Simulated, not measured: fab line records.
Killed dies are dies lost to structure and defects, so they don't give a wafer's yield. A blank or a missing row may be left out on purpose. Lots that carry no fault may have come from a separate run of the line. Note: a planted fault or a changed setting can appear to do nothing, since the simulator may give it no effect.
A sampling plan put to the test | flow sky130 | 13 faults told of in these records, all on one fab line, each judged by the records of the lots it struck
What counts as the plan is the set of the line's own looks, namely the steps on the route at which a gauge or an inspection reads a wafer and does not change it. A look is open to judgement when struck wafers have a number at it and the file gives its usual mean and standard deviation on fault-free wafers. Caught: at a look after the fault's first step, the mean of the struck wafers lies 4 or more of those standard deviations (sigma) from the usual mean. On the tool: here the same test is run on the tool's own readings at the fault's steps. It also counts as caught if the struck wafers ran another recipe or if their record alone is blank.

THE FAULTS, as the simulator had put them in
1. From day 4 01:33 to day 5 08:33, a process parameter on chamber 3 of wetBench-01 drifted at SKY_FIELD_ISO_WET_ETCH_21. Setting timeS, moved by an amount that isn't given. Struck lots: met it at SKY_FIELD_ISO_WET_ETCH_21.
2. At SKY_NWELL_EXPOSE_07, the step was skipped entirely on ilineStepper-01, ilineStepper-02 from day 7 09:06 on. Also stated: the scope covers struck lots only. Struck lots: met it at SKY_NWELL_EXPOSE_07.
3. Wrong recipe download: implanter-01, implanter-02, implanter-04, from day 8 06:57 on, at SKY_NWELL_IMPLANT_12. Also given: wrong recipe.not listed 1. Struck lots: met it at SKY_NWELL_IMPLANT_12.
4. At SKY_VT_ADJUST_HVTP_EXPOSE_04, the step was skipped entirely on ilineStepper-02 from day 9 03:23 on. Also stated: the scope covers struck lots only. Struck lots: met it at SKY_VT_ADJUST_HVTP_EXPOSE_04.
5. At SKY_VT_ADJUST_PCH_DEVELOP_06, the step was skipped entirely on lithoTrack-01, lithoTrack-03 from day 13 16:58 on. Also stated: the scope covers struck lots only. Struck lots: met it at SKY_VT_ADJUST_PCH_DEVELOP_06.
6. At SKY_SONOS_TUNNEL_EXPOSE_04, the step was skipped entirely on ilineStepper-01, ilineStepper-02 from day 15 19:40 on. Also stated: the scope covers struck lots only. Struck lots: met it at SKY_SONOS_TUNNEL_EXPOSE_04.
7. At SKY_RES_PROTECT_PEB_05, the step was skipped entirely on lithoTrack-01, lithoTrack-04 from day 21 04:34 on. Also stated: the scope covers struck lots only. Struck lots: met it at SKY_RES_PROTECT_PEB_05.
8. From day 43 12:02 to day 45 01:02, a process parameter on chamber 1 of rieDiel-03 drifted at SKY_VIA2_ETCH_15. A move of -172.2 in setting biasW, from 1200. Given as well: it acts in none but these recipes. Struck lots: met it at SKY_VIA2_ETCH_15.
9. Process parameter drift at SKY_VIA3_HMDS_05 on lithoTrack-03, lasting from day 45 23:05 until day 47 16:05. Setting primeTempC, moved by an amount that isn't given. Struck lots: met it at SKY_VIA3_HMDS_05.
10. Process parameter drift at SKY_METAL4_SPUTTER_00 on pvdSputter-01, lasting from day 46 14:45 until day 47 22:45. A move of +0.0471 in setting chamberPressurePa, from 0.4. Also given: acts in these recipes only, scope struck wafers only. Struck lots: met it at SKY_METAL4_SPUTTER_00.
11. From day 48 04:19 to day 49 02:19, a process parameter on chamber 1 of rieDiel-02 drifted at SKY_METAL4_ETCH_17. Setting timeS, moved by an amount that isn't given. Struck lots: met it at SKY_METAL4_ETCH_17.
12. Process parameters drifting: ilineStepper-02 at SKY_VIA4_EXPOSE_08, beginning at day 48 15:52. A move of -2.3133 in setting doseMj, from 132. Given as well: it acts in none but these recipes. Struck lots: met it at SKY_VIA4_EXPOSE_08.
13. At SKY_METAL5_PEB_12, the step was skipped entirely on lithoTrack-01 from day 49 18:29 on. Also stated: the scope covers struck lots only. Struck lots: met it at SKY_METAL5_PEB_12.

WHAT THE PLAN SAW
fault | on the tool itself                               | first look that catches it                      | reading, sigma | median hours from its first step to that look | hours from the fault's start to the first struck lot there | judged looks passed uncaught
1     | runLengthS +4.2 sigma                            | not the one look that can be judged after it    | -              | -                                             | -                                                          | 1
2     | no reading that can be judged                    | not the one look that can be judged after it    | -              | -                                             | -                                                          | 1
3     | no reading that can be judged                    | not the one look that can be judged after it    | -              | -                                             | -                                                          | 1
4     | no reading that can be judged                    | none of the 2 looks that can be judged after it | -              | -                                             | -                                                          | 2
5     | the tool's record is blank for the struck wafers | no look after it can be judged                  | -              | -                                             | -                                                          | 0
6     | no reading that can be judged                    | no look after it can be judged                  | -              | -                                             | -                                                          | 0
7     | no reading that can be judged                    | no look after it can be judged                  | -              | -                                             | -                                                          | 0
8     | biasW -46 sigma                                  | no look after it can be judged                  | -              | -                                             | -                                                          | 0
9     | primeTempC +12 sigma                             | no look after it can be judged                  | -              | -                                             | -                                                          | 0
10    | chamberPressurePa +53 sigma                      | no look after it can be judged                  | -              | -                                             | -                                                          | 0
11    | oesProductAu +8.4 sigma                          | no look after it can be judged                  | -              | -                                             | -                                                          | 0
12    | exposureDoseMJCm2 -17 sigma                      | no look after it can be judged                  | -              | -                                             | -                                                          | 0
13    | no reading that can be judged                    | no look after it can be judged                  | -              | -                                             | -                                                          | 0
A dash: the fault is not caught, or the number is missing from these records.

Caught at a look: 0 of 13. Caught on the tool: 7 of 13. By one or the other: 7 of 13.
Faults 1, 5, 8, 9, 10, 11, 12 were caught on the tool alone.
Caught by neither: faults 2, 3, 4, 6, 7, 13.
